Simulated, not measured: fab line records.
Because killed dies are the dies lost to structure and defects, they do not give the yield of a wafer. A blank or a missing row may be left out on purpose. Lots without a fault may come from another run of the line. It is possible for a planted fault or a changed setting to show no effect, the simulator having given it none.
Chamber matching + flow sky130 + SKY_VIA2_ETCH_15 on rie_diel-02: 4 sister chambers
The step etches SiO2 in C4F8/O2/Ar, stops on TiN, target depth 546 nm, time 84 s. 8 wafers are shown with their chamber, then 11 later ones without.

WAFERS, EACH WITH ITS CHAMBER
| wafer  | chamber | rf_fwd_power_W (W) | oes_product_au (a.u.) |
|--------|---------|--------------------|-----------------------|
| L079.1 | 3       | 1482               | 0.948                 |
| L079.2 | 0       | 1491               | 0.938                 |
| L082.3 | 3       | 1484               | 0.938                 |
| L085.2 | 1       | 1482               | 0.940                 |
| L085.6 | 0       | 1493               | 0.939                 |
| L087.2 | 1       | 1485               | 0.940                 |
| L087.6 | 2       | 1493               | 0.938                 |
| L088.3 | 2       | 1490               | 0.945                 |

WAFERS WITH NO CHAMBER GIVEN
| wafer  | rf_fwd_power_W (W) | oes_product_au (a.u.) |
|--------|--------------------|-----------------------|
| L088.4 | 1483               | 0.942                 |
| L088.6 | 1488               | 0.941                 |
| L090.2 | 1493               | 0.940                 |
| L090.3 | 1485               | 0.938                 |
| L090.4 | 1485               | 0.943                 |
| L096.1 | 1489               | 0.940                 |
| L096.2 | 1485               | 0.942                 |
| L096.5 | 1491               | 0.945                 |
| L097.1 | 1488               | 0.938                 |
| L097.2 | 1489               | 0.947                 |
| L097.4 | 1484               | 0.949                 |

WHICH CHAMBER EACH ONE RAN IN
| wafer  | from the rows above               | in truth |
|--------|-----------------------------------|----------|
| L088.4 | can't be placed: 3 or 1           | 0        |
| L088.6 | can't be placed: 2 or 0 or 1 or 3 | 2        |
| L090.2 | can't be placed: 0 or 2           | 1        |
| L090.3 | can't be placed: 1 or 3           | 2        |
| L090.4 | can't be placed: 1 or 3           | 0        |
| L096.1 | can't be placed: 2 or 0 or 1 or 3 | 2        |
| L096.2 | can't be placed: 1 or 3           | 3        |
| L096.5 | can't be placed: 2 or 0           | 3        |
| L097.1 | can't be placed: 2 or 0 or 1 or 3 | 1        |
| L097.2 | can't be placed: 2 or 0 or 1 or 3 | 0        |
| L097.4 | can't be placed: 3 or 1           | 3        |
Placed correctly: 0 of 11. Not placeable from these rows: 11 (in 6, the candidates include the true chamber). Placed wrongly: 0.
How it was worked out, from the rows above alone: a wafer's distance from a chamber is the root of the sum, over the readings, of the square of ((its reading less the chamber's mean) divided by the reading's scatter). If the next closest chamber is less than 2 further off than the closest, the wafer can't be placed; otherwise it belongs to the closest. Each chamber's mean is taken over the wafers shown for it. The scatter is the square root of a quotient: the sum, over the shown wafers, of each reading's squared deviation from its chamber's mean, divided by wafers minus chambers.
